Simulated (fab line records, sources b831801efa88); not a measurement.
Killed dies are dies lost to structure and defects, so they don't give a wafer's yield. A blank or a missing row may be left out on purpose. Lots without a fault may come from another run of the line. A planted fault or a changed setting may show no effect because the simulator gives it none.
fab line records | flow sky130
record lots=13 wafers=39 last_day=50
route steps=708 shown FIELD_ISO@21 PASSIVATION@683 PAD_OPEN@701
lots that met no fault: from a run of the same line without faults
start_h: hours from the record's first day to the start of the lot's first wafer shown | wait_h: hours since the lot's step before | " the same as in the row above | L1.1+2: a row that stands for several wafers | - no value, or no start given | * or withheld: withheld | < > ~ a bound
route shown NAME@n: a module of which the file shows steps, and the number in the route of the first | usual: mean/standard deviation of fault-free wafers | same: alike in all rows | chamber/n: place in a boat | sites: the reading at each site | _std_site: their standard deviation | _edge_site: outer sites' mean less inner sites' | radius_mm: how far each site lies from the wafer's centre | mask NAME#n: copy n | behind: the tool/chamber that last shaped the wafer | hold: why the lot was held/for how many hours/how that ended | device: the transistor (n, p or np) that didn't switch | end of line: the same wafers' tests at the end of the route | a step without rows: its recipe alone | killed: dies lost to structure and defects at the first sort, not the wafer's yield | map: a wafer's dies, x killed, . not, _ none there
set.NAME: the setting as run; set.NAME@STEP: as run at that earlier step | model.NAME: the simulator's own value behind a step, which no gauge read
steps of the route over a sample of lots; a table a step, a row a wafer
services: from which hour (start_h, from the record's first day; less than 0 if before it) a tool's chamber was out of use, for how many hours, and why
## steps
# step SKY_FIELD_ISO_CLEAN_20
# recipe chemistry=dHF time_s=20 dilution=100:1
# columns lot.wafer tool chamber start_h wait_h
L908.1+2+5 wet_bench-04 3 41.42 0.0
L909.1+3+4 wet_bench-04 3 44.36 0.0
L910.1+3+6 wet_bench-04 3 51.27 0.0
L913.1+5+6 wet_bench-04 1 65.73 0.0
L914.1+4+6 wet_bench-04 2 71.73 0.0
L920.1+2+4 wet_bench-03 3 103.81 0.0
L921.1+2+3 wet_bench-02 3 110.16 0.0
L922.2+5+6 wet_bench-02 3 115.57 0.0
L925.3+4+6 wet_bench-02 2 128.25 0.0
L926.1+3+4 wet_bench-02 1 133.56 0.0
L927.2+3+6 wet_bench-02 0 140.67 0.0
L928.2+4+6 wet_bench-04 1 143.07 0.0
L929.1+3+4 wet_bench-04 0 151.22 0.0
# step SKY_PASSIVATION_CVD_02
# recipe material=Si3N4 target_thk_nm=540 temp_c=400 time_s=withheld rf_w=450
# usual heater_power_w=712/110
# columns lot.wafer tool chamber start_h wait_h heater_power_w
L908.1 pecvd-03 1 1046.03 0.1 825
L908.2 " 2 " " 906
L908.5 " 0 " " 836
L909.1 pecvd-02 2 1049.08 0.1 566
L909.3 " 0 " " 571
L909.4 " 0 " " 616
L910.1 pecvd-02 0 1057.03 0.1 633
L910.3 " 2 " " 609
L910.6 " 2 " " 490
L913.1 pecvd-02 0 1076.99 0.1 663
L913.5 " 0 " " 559
L913.6 " 2 " " 540
L914.1 pecvd-02 0 1088.78 0.1 627
L914.4 " 0 " " 658
L914.6 " 2 " " 517
L920.1 pecvd-03 1 1118.24 0.1 831
L920.2 " 2 " " 816
L920.4 " 2 " " 882
L921.1 pecvd-01 0 1125.66 0.1 774
L921.2 " 2 " " 689
L921.3 " 1 " " 692
L922.2 pecvd-03 0 1131.13 0.0 854
L922.5 " 2 " " 799
L922.6 " 0 " " 708
L925.3 pecvd-03 1 1145.13 0.0 859
L925.4 " 0 " " 765
L925.6 " 1 " " 868
L926.1 pecvd-03 1 1147.35 0.1 777
L926.3 " 2 " " 833
L926.4 " 1 " " 812
L927.2 pecvd-02 0 1158.67 0.0 634
L927.3 " 1 " " 729
L927.6 " 0 " " 633
L928.2 pecvd-02 0 1161.06 0.0 605
L928.4 " 2 " " 588
L928.6 " 0 " " 625
L929.1 pecvd-02 1 1169.53 0.1 688
L929.3 " 0 " " 683
L929.4 " 0 " " 549
# step SKY_PASSIVATION_ETCH_11
# recipe chemistry=CF4/O2 target_depth_nm=725 stop_on=AlCu source_w=800 bias_w=150 pressure_mtorr=150 cf4_flow_sccm=80 O2_flow_sccm=10 time_s=161.1
# usual drypump_motor_current_A=5.9/0.34 oes_product_au=0.977/0.007 throttle_valve_pct=5.964/0.0089
# columns lot.wafer tool chamber start_h wait_h drypump_motor_current_A oes_product_au rf_hours_counter_h throttle_valve_pct
L908.1 rie_diel-01 1 1068.19 - 6.1 0.975 10 5.970
L908.2 " 0 " " 5.6 0.977 10 5.967
L908.5 " 3 " " 6.1 0.995 - 5.976
L909.1 rie_diel-01 2 1071.74 - 5.8 0.962 12 5.968
L909.3 " 1 " " 6.1 0.959 10 5.953
L909.4 " 0 " " 5.6 0.971 10 5.977
L910.1 rie_diel-04 1 1078.25 - 6.0 0.961 15 5.966
L910.3 " 3 " " 6.0 0.969 15 5.949
L910.6 " 0 " " 6.1 0.980 - 5.968
L913.1 rie_diel-03 0 1098.08 - 6.1 0.970 22 5.972
L913.5 " 2 " " 5.2 0.980 - 5.982
L913.6 " 3 " " 6.0 0.985 - 5.966
L914.1 rie_diel-01 0 1109.49 - 5.6 0.981 11 5.952
L914.4 " 2 " " 5.8 0.981 13 5.970
L914.6 " 0 " " 5.6 0.979 - 5.946
L920.1 rie_diel-04 0 1137.93 - 6.2 0.976 6 5.964
L920.2 " 2 " " 5.2 0.987 18 5.974
L920.4 " 0 " " 6.2 0.986 - 5.971
L921.1 rie_diel-04 3 1144.94 - 6.0 0.970 18 5.950
L921.2 " 2 " " 5.2 0.972 19 5.962
L921.3 " 0 " " 6.2 0.979 6 5.955
L922.2 rie_diel-01 1 1149.68 - 6.1 0.983 13 5.939
L922.5 " 0 " " 5.6 0.974 - 5.953
L922.6 " 3 " " 6.1 0.990 - 5.976
L925.3 rie_diel-04 0 1163.40 - 6.2 0.963 7 5.973
L925.4 " 0 " " 6.2 0.978 - 5.973
L925.6 " 2 " " 5.2 0.970 - 5.951
L926.1 rie_diel-04 0 1165.15 - 6.2 0.972 8 5.965
L926.3 " 2 " " 5.2 0.991 20 5.968
L926.4 " 3 " " 6.0 0.978 - 5.984
L927.2 rie_diel-03 1 1175.80 - 5.8 0.980 25 5.962
L927.3 " 3 " " 6.0 0.982 26 5.966
L927.6 " 0 " " 6.1 0.991 - 5.969
L928.2 rie_diel-03 3 1177.74 - 6.0 0.982 26 5.970
L928.4 " 0 " " 6.1 0.977 26 5.965
L928.6 " 2 " " 5.2 0.991 - 5.967
L929.1 rie_diel-01 1 1186.13 - 6.1 0.980 14 5.959
L929.3 " 2 " " 5.8 0.977 15 5.972
L929.4 " 3 " " 6.1 0.985 22 5.973
# step SKY_PAD_OPEN_ETCH_07
# recipe chemistry=CF4/O2 target_depth_nm=725 stop_on=AlCu source_w=800 bias_w=150 pressure_mtorr=150 cf4_flow_sccm=80 O2_flow_sccm=10 time_s=161.1
# usual drypump_motor_current_A=5.7/0.35 oes_product_au=0.976/0.0068 throttle_valve_pct=5.963/0.0091
# columns lot.wafer tool chamber start_h wait_h drypump_motor_current_A oes_product_au rf_hours_counter_h throttle_valve_pct
L908.1 rie_diel-03 2 1089.35 - 5.2 0.976 16 5.966
L908.2 " 3 " " 6.0 0.975 22 5.958
L908.5 " 2 " " 5.2 0.994 - 5.968
L909.1 rie_diel-04 2 1092.73 - 5.1 0.965 17 5.950
L909.3 " 0 " " 6.2 0.959 4 5.959
L909.4 " 1 " " 6.0 0.964 15 5.962
L910.1 rie_diel-02 1 1099.23 - 5.8 0.969 24 5.966
L910.3 " 3 " " 5.5 0.963 11 5.964
L910.6 " 1 " " 5.7 0.973 - 5.972
L913.1 rie_diel-04 0 1117.90 - 6.2 0.961 5 5.986
L913.5 " 0 " " 6.2 0.974 - 5.954
L913.6 " 3 " " 6.0 0.978 - 5.963
L914.1 rie_diel-02 3 1128.75 - 5.5 0.973 12 5.975
L914.4 " 0 " " 5.4 0.983 27 5.965
L914.6 " 3 " " 5.5 0.973 - 5.974
L920.1 rie_diel-03 1 1156.05 - 5.8 0.972 24 5.950
L920.2 " 3 " " 6.0 0.982 25 5.959
L920.4 " 2 " " 5.2 0.994 18 5.970
L921.1 rie_diel-02 2 1163.08 - 5.3 0.972 15 5.958
L921.2 " 1 " " 5.8 0.973 27 5.965
L921.3 " 3 " " 5.5 0.965 13 5.964
L922.2 rie_diel-02 3 1167.13 - 5.5 0.975 14 5.956
L922.5 " 1 " " 5.8 0.986 - 5.972
L922.6 " 0 " " 5.4 0.983 - 5.967
L925.3 rie_diel-03 2 1180.33 - 5.2 0.972 19 5.961
L925.4 " 0 " " 6.1 0.978 26 5.988
L925.6 " 0 " " 6.1 0.971 - 5.968
L926.1 rie_diel-02 1 1182.23 - 5.8 0.977 28 5.966
L926.3 " 2 " " 5.3 0.978 16 5.973
L926.4 " 3 " " 5.5 0.968 14 5.973
L927.2 rie_diel-04 3 1191.38 - 6.0 0.969 20 5.967
L927.3 " 2 " " 5.2 0.985 21 5.968
L927.6 " 2 " " 5.2 0.983 - 5.964
L928.2 rie_diel-03 1 1193.98 - 5.8 0.976 25 5.950
L928.4 " 0 " " 6.1 0.982 26 5.965
L928.6 " 1 " " 5.8 0.977 - 5.960
L929.1 rie_diel-02 2 1201.55 - 5.3 0.974 17 5.965
L929.3 " 0 " " 5.5 0.968 30 5.950
L929.4 " 1 " " 5.8 0.988 28 5.962
# step SKY_PAD_OPEN_PROBE_99
# usual killed_at_M0_to_M3=42/7.6 killed_at_M4_up=2.9/1.7 killed_at_contacts=24/5.1 killed_at_front_end=15/4 killed_at_other=0.2/0.38 killed_dies=84/9.9 killed_open=46/7.2 killed_short=38/6.6
# same gross_dies=492 killed_at_back_side=0
# columns lot.wafer tool chamber start_h wait_h hold killed_at_M0_to_M3 killed_at_M4_up killed_at_contacts killed_at_front_end killed_at_other killed_dies killed_open killed_short
L908.1 prober-02 - 1091.66 0.1 - 40 1 25 15 0 81 43 38
L908.2 prober-02 - 1091.71 0.1 - 44 3 27 19 0 93 46 47
L908.5 prober-02 - 1091.86 0.2 - 45 4 19 21 0 89 45 44
L909.1 prober-01 - 1095.14 0.1 - 48 0 30 13 0 91 58 33
L909.3 prober-01 - 1095.24 0.2 - 27 1 22 17 1 68 36 32
L909.4 prober-01 - 1095.29 0.2 - 39 3 21 20 0 83 39 44
L910.1 prober-02 - 1101.99 0.1 await_dispo/1.8h/release 34 5 30 56 0 125 47 35
L910.3 prober-02 - 1102.09 0.2 await_dispo/1.8h/release 29 2 31 58 0 120 47 31
L910.6 prober-02 - 1102.24 0.2 await_dispo/1.8h/release 30 0 24 62 1 117 39 39
L913.1 prober-01 - 1120.30 0.1 await_dispo/3.5h/release 40 2 23 69 2 136 46 33
L913.5 prober-01 - 1120.50 0.2 await_dispo/3.5h/release 49 1 28 73 0 151 57 35
L913.6 prober-01 - 1120.55 0.2 await_dispo/3.5h/release 37 3 21 75 0 136 39 34
L914.1 prober-02 - 1131.06 0.1 await_dispo/2.4h/release 26 1 16 74 0 117 21 33
L914.4 prober-02 - 1131.21 0.2 await_dispo/2.4h/release 30 2 18 86 0 136 35 31
L914.6 prober-02 - 1131.31 0.2 await_dispo/2.4h/release 31 5 14 82 0 132 28 35
L920.1 prober-02 - 1158.45 0.1 - 21 4 34 8 0 67 41 26
L920.2 prober-02 - 1158.50 0.1 - 40 2 17 13 1 73 37 36
L920.4 prober-02 - 1158.60 0.2 - 44 2 31 8 0 85 44 41
L921.1 prober-01 - 1165.40 0.1 - 42 4 16 15 0 77 44 33
L921.2 prober-01 - 1165.45 0.1 - 33 3 23 17 0 76 37 39
L921.3 prober-01 - 1165.50 0.2 - 47 4 25 20 0 96 48 48
L922.2 prober-02 - 1169.50 0.1 - 51 5 28 9 0 93 46 47
L922.5 prober-02 - 1169.65 0.2 - 39 4 23 13 1 80 48 32
L922.6 prober-02 - 1169.70 0.2 - 35 6 24 15 0 80 42 38
L925.3 prober-01 - 1182.90 0.2 - 60 5 31 15 1 112 51 61
L925.4 prober-01 - 1182.95 0.2 - 54 0 15 20 0 89 49 40
L925.6 prober-01 - 1183.05 0.2 - 50 3 22 16 1 92 52 40
L926.1 prober-02 - 1184.55 0.1 - 45 1 33 12 1 92 46 46
L926.3 prober-02 - 1184.65 0.2 - 36 1 24 15 0 76 46 30
L926.4 prober-02 - 1184.70 0.2 - 51 5 33 14 1 104 63 41
L927.2 prober-01 - 1193.76 0.1 - 41 2 24 18 1 86 48 38
L927.3 prober-01 - 1193.81 0.2 - 41 2 23 12 0 78 37 41
L927.6 prober-01 - 1193.96 0.2 - 41 3 20 9 1 74 34 40
L928.2 prober-02 - 1196.37 0.1 - 40 3 27 10 0 80 43 37
L928.4 prober-02 - 1196.47 0.2 - 43 1 24 14 0 82 42 40
L928.6 prober-02 - 1196.57 0.2 - 42 3 30 15 0 90 45 45
L929.1 prober-01 - 1203.86 0.1 - 49 2 27 7 1 86 60 26
L929.3 prober-01 - 1203.96 0.2 - 43 3 29 11 0 86 50 36
L929.4 prober-01 - 1204.01 0.2 - 36 3 30 16 0 85 52 33
# killed by level:class
L908.1 LI_CONTACT:geometric_particle:open=11 VIA1:geometric_particle:open=7 VIA1:geometric_particle:short=6 POLY_GATE:geometric_particle:short=5 VIA2:geometric_particle:open=5 METAL3:geometric_particle:short=5 LOCAL_INTERCONNECT:geometric_particle:short=4 VIA2:geometric_particle:short=4
L908.2 VIA3:geometric_particle:open=11 FIELD_ISO:geometric_particle:short=8 LOCAL_INTERCONNECT:geometric_particle:short=7 VIA1:geometric_particle:open=7 LI_CONTACT:geometric_particle:open=6 CONTACT:geometric_particle:short=5 CONTACT:geometric_particle:open=5 VIA1:geometric_particle:short=5
L908.5 METAL1:geometric_particle:short=9 LI_CONTACT:geometric_particle:open=8 VIA1:geometric_particle:open=8 FIELD_ISO:geometric_particle:short=7 VIA2:geometric_particle:short=6 FIELD_ISO:geometric_particle:open=4 CONTACT:geometric_particle:open=4 LOCAL_INTERCONNECT:geometric_particle:short=4
L909.1 CONTACT:geometric_particle:open=19 VIA1:geometric_particle:short=11 VIA2:geometric_particle:open=9 VIA1:geometric_particle:open=7 FIELD_ISO:geometric_particle:open=6 METAL2:geometric_particle:short=6 LI_CONTACT:geometric_particle:open=5 CONTACT:geometric_particle:short=4
L909.3 LI_CONTACT:geometric_particle:open=8 CONTACT:geometric_particle:open=8 FIELD_ISO:geometric_particle:short=5 FIELD_ISO:geometric_particle:open=5 METAL1:geometric_particle:short=5 METAL2:geometric_particle:short=5 POLY_GATE:geometric_particle:open=4 VIA3:geometric_particle:open=4
L909.4 LI_CONTACT:geometric_particle:open=9 VIA1:geometric_particle:open=8 POLY_GATE:geometric_particle:short=6 METAL2:geometric_particle:short=6 VIA2:geometric_particle:open=5 METAL1:geometric_particle:short=5 POLY_GATE:geometric_particle:open=4 CONTACT:geometric_particle:open=4
L910.1 FIELD_ISO:unspecified=43 LI_CONTACT:geometric_particle:open=12 CONTACT:geometric_particle:open=8 VIA1:geometric_particle:short=6 VIA2:geometric_particle:open=6 VIA1:geometric_particle:open=5 VIA3:geometric_particle:open=5 FIELD_ISO:geometric_particle:open=4
L910.3 FIELD_ISO:unspecified=42 CONTACT:geometric_particle:open=20 METAL2:geometric_particle:short=6 LI_CONTACT:geometric_particle:open=5 FIELD_ISO:geometric_particle:open=4 FIELD_ISO:geometric_particle:short=4 VIA1:geometric_particle:open=4 VIA3:geometric_particle:open=4
L910.6 FIELD_ISO:unspecified=39 CONTACT:geometric_particle:open=8 VIA3:geometric_particle:open=7 FIELD_ISO:geometric_particle:short=6 POLY_GATE:geometric_particle:short=5 POLY_GATE:geometric_particle:open=5 LI_CONTACT:geometric_particle:short=5 FIELD_ISO:geometric_particle:open=4
L913.1 FIELD_ISO:unspecified=57 VIA1:geometric_particle:open=13 LI_CONTACT:geometric_particle:open=8 CONTACT:geometric_particle:open=8 VIA2:geometric_particle:open=6 LOCAL_INTERCONNECT:geometric_particle:short=5 METAL2:geometric_particle:short=5 FIELD_ISO:geometric_particle:short=3
L913.5 FIELD_ISO:unspecified=59 CONTACT:geometric_particle:open=13 VIA1:geometric_particle:open=11 VIA2:geometric_particle:open=9 METAL2:geometric_particle:short=9 LI_CONTACT:geometric_particle:open=5 METAL1:geometric_particle:open=5 FIELD_ISO:geometric_particle:open=4
L913.6 FIELD_ISO:unspecified=63 VIA1:geometric_particle:open=11 VIA1:geometric_particle:short=6 LI_CONTACT:geometric_particle:open=5 CONTACT:geometric_particle:open=5 POLY_GATE:geometric_particle:short=4 LI_CONTACT:geometric_particle:short=4 LOCAL_INTERCONNECT:geometric_particle:short=4
L914.1 FIELD_ISO:unspecified=63 CONTACT:geometric_particle:open=7 METAL2:geometric_particle:short=6 POLY_GATE:geometric_particle:short=5 LOCAL_INTERCONNECT:geometric_particle:short=4 CONTACT:geometric_particle:short=4 VIA1:geometric_particle:open=4 VIA1:geometric_particle:short=4
L914.4 FIELD_ISO:unspecified=70 VIA1:geometric_particle:short=7 VIA1:geometric_particle:open=7 LOCAL_INTERCONNECT:geometric_particle:short=5 CONTACT:geometric_particle:open=5 FIELD_ISO:geometric_particle:open=4 POLY_GATE:geometric_particle:open=4 LI_CONTACT:geometric_particle:open=4
L914.6 FIELD_ISO:unspecified=69 VIA1:geometric_particle:open=7 POLY_GATE:geometric_particle:short=4 CONTACT:geometric_particle:open=4 METAL2:geometric_particle:short=4 METAL4:geometric_particle:short=4 FIELD_ISO:geometric_particle:short=3 VIA3:geometric_particle:short=3
L920.1 CONTACT:geometric_particle:open=13 LI_CONTACT:geometric_particle:open=10 CONTACT:geometric_particle:short=6 VIA2:geometric_particle:open=4 FIELD_ISO:geometric_particle:open=3 METAL1:geometric_particle:short=3 METAL2:geometric_particle:short=3 VIA3:geometric_particle:short=3
L920.2 VIA2:geometric_particle:open=8 CONTACT:geometric_particle:short=7 METAL1:geometric_particle:short=6 VIA1:geometric_particle:open=6 CONTACT:geometric_particle:open=5 POLY_GATE:geometric_particle:open=4 VIA3:geometric_particle:short=4 VIA1:geometric_particle:short=3
L920.4 VIA2:geometric_particle:open=11 CONTACT:geometric_particle:open=11 LI_CONTACT:geometric_particle:open=7 LOCAL_INTERCONNECT:geometric_particle:short=7 METAL1:geometric_particle:short=7 VIA1:geometric_particle:short=4 VIA3:geometric_particle:open=4 METAL2:geometric_particle:short=4
L921.1 VIA2:geometric_particle:open=13 VIA1:geometric_particle:open=12 FIELD_ISO:geometric_particle:open=6 CONTACT:geometric_particle:short=6 CONTACT:geometric_particle:open=4 METAL2:geometric_particle:short=4 VIA2:geometric_particle:short=4 FIELD_ISO:geometric_particle:short=3
L921.2 CONTACT:geometric_particle:short=9 VIA1:geometric_particle:open=8 CONTACT:geometric_particle:open=6 METAL1:geometric_particle:short=5 POLY_GATE:geometric_particle:short=4 LI_CONTACT:geometric_particle:open=4 METAL1:geometric_particle:open=4 SPACER:geometric_particle:open=3
L921.3 VIA1:geometric_particle:open=11 METAL1:geometric_particle:short=9 LI_CONTACT:geometric_particle:open=8 POLY_GATE:geometric_particle:short=7 VIA2:geometric_particle:open=7 LOCAL_INTERCONNECT:geometric_particle:short=6 CONTACT:geometric_particle:open=6 METAL3:geometric_particle:short=6
L922.2 VIA1:geometric_particle:open=12 CONTACT:geometric_particle:open=11 LI_CONTACT:geometric_particle:open=7 VIA3:geometric_particle:short=7 VIA1:geometric_particle:short=6 VIA3:geometric_particle:open=6 METAL3:geometric_particle:short=6 CONTACT:geometric_particle:short=5
L922.5 VIA1:geometric_particle:open=14 CONTACT:geometric_particle:open=8 LI_CONTACT:geometric_particle:open=6 VIA3:geometric_particle:open=6 CONTACT:geometric_particle:short=5 VIA1:geometric_particle:short=5 METAL2:geometric_particle:short=4 VIA2:geometric_particle:open=4
L922.6 CONTACT:geometric_particle:open=10 VIA1:geometric_particle:open=10 POLY_GATE:geometric_particle:short=6 LI_CONTACT:geometric_particle:open=6 CONTACT:geometric_particle:short=6 METAL2:geometric_particle:short=5 METAL4:geometric_particle:short=5 FIELD_ISO:geometric_particle:open=4
L925.3 VIA1:geometric_particle:open=12 METAL1:geometric_particle:short=11 CONTACT:geometric_particle:open=11 METAL2:geometric_particle:short=8 VIA3:geometric_particle:open=7 LI_CONTACT:geometric_particle:open=6 VIA3:geometric_particle:short=6 LI_CONTACT:geometric_particle:short=5
L925.4 VIA1:geometric_particle:open=18 VIA1:geometric_particle:short=11 VIA2:geometric_particle:open=6 CONTACT:geometric_particle:open=6 METAL2:geometric_particle:short=6 METAL1:geometric_particle:short=5 FIELD_ISO:geometric_particle:open=4 FIELD_ISO:geometric_particle:short=4
L925.6 VIA1:geometric_particle:open=14 VIA2:geometric_particle:open=9 CONTACT:geometric_particle:open=8 VIA1:geometric_particle:short=7 METAL2:geometric_particle:short=6 VIA3:geometric_particle:open=6 FIELD_ISO:geometric_particle:short=5 LI_CONTACT:geometric_particle:open=5
L926.1 CONTACT:geometric_particle:open=14 METAL2:geometric_particle:short=9 VIA1:geometric_particle:open=9 LI_CONTACT:geometric_particle:open=8 METAL1:geometric_particle:short=7 LI_CONTACT:geometric_particle:short=6 VIA3:geometric_particle:open=5 POLY_GATE:geometric_particle:short=4
L926.3 CONTACT:geometric_particle:open=11 VIA1:geometric_particle:open=8 VIA2:geometric_particle:open=8 VIA1:geometric_particle:short=6 LI_CONTACT:geometric_particle:open=5 CONTACT:geometric_particle:short=5 FIELD_ISO:geometric_particle:open=4 SPACER:geometric_particle:open=4
L926.4 VIA1:geometric_particle:open=12 LI_CONTACT:geometric_particle:open=11 CONTACT:geometric_particle:open=10 VIA3:geometric_particle:open=8 LOCAL_INTERCONNECT:geometric_particle:short=7 METAL2:geometric_particle:short=6 FIELD_ISO:geometric_particle:open=5 VIA2:geometric_particle:open=5
L927.2 VIA2:geometric_particle:open=8 VIA1:geometric_particle:open=8 FIELD_ISO:geometric_particle:open=7 CONTACT:geometric_particle:open=7 METAL2:geometric_particle:short=7 LI_CONTACT:geometric_particle:open=6 FIELD_ISO:geometric_particle:short=5 LOCAL_INTERCONNECT:geometric_particle:short=5
L927.3 VIA1:geometric_particle:open=7 VIA2:geometric_particle:open=6 LI_CONTACT:geometric_particle:open=5 CONTACT:geometric_particle:short=5 VIA3:geometric_particle:open=5 FIELD_ISO:geometric_particle:short=4 POLY_GATE:geometric_particle:short=4 LOCAL_INTERCONNECT:geometric_particle:short=4
L927.6 VIA1:geometric_particle:open=9 CONTACT:geometric_particle:short=8 METAL2:geometric_particle:short=7 CONTACT:geometric_particle:open=5 VIA1:geometric_particle:short=5 LI_CONTACT:geometric_particle:open=4 METAL1:geometric_particle:short=4 METAL1:geometric_particle:open=3
L928.2 VIA1:geometric_particle:open=12 CONTACT:geometric_particle:short=8 METAL1:geometric_particle:short=7 CONTACT:geometric_particle:open=6 LI_CONTACT:geometric_particle:open=5 VIA2:geometric_particle:open=5 VIA3:geometric_particle:open=5 FIELD_ISO:geometric_particle:open=4
L928.4 CONTACT:geometric_particle:open=9 LOCAL_INTERCONNECT:geometric_particle:short=7 VIA2:geometric_particle:open=7 VIA1:geometric_particle:open=6 VIA3:geometric_particle:open=6 METAL1:geometric_particle:short=5 VIA3:geometric_particle:short=5 METAL2:geometric_particle:short=4
L928.6 VIA1:geometric_particle:open=10 CONTACT:geometric_particle:short=9 CONTACT:geometric_particle:open=8 METAL1:geometric_particle:short=7 LI_CONTACT:geometric_particle:open=6 LOCAL_INTERCONNECT:geometric_particle:short=5 METAL2:geometric_particle:short=5 VIA3:geometric_particle:open=5
L929.1 VIA2:geometric_particle:open=15 LI_CONTACT:geometric_particle:open=11 CONTACT:geometric_particle:open=10 VIA1:geometric_particle:open=10 LOCAL_INTERCONNECT:geometric_particle:short=4 VIA1:geometric_particle:short=4 VIA3:geometric_particle:open=4 METAL1:geometric_particle:short=3
L929.3 VIA1:geometric_particle:open=10 CONTACT:geometric_particle:open=10 LI_CONTACT:geometric_particle:open=8 POLY_GATE:geometric_particle:open=5 VIA2:geometric_particle:open=5 VIA3:geometric_particle:open=5 METAL2:geometric_particle:short=5 CONTACT:geometric_particle:short=4
L929.4 LI_CONTACT:geometric_particle:open=11 CONTACT:geometric_particle:open=10 VIA3:geometric_particle:open=7 POLY_GATE:geometric_particle:open=6 VIA2:geometric_particle:open=6 METAL1:geometric_particle:short=5 VIA1:geometric_particle:open=5 FIELD_ISO:geometric_particle:short=4
## services
# columns tool chamber start_h hours kind
rie_diel-04 - 42.23 15.6 pm
pecvd-02 1 42.52 12.1 repair
rie_diel-03 2 62.41 2.3 repair
rie_diel-04 3 73.54 1.4 repair
rie_diel-04 - 147.05 0.4 repair
rie_diel-04 0 179.67 9.2 repair
rie_diel-04 0 236.64 13.6 repair
rie_diel-04 - 271.00 0.3 repair
rie_diel-04 - 307.57 2.8 pm
rie_diel-04 - 322.78 0.3 repair
rie_diel-04 2 331.58 5.1 repair
rie_diel-04 3 344.46 13.3 repair
rie_diel-04 - 579.68 0.6 repair
rie_diel-04 0 694.12 15.8 repair
rie_diel-04 1 712.95 76.1 repair
rie_diel-04 0 813.87 4.2 repair
rie_diel-04 1 814.40 4.0 repair
rie_diel-04 2 830.99 3.2 repair
rie_diel-04 0 853.94 8.6 repair
rie_diel-04 0 865.71 4.8 repair
rie_diel-04 1 908.39 10.8 repair
rie_diel-04 0 938.29 20.2 repair
rie_diel-04 2 1080.93 2.9 repair
rie_diel-04 1 1118.11 67.9 repair
## key
first_sign step=SKY_PAD_OPEN_PROBE_99 reading=killed_at_front_end direction=up sigmas=14 usual=15 struck=71
effect step=SKY_PAD_OPEN_PROBE_99 reading=killed_dies direction=up sigmas=4.7 usual=84 struck=130
met_at SKY_FIELD_ISO_CLEAN_20
struck_lots L910,L913,L914
tester_left_out L910,L913,L914
not_acting_at SKY_PASSIVATION_CVD_02,SKY_PASSIVATION_ETCH_11,SKY_PAD_OPEN_ETCH_07
onset_between 44.36 51.27
fault kind=chamber_particle_source tool=wet_bench-04 chamber=- onset_h=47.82 steps=SKY_FIELD_ISO_CLEAN_20 rate_per_visit_cm2=1.4148 end_h=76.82
# tester_left_out: of these lots the tester's yield and bins aren't shown, on N5 and GAA mostly nor the transistor test; their killed dies are dies lost to structure and defects alone, not to doping, threshold or leakage, so they don't give the yield
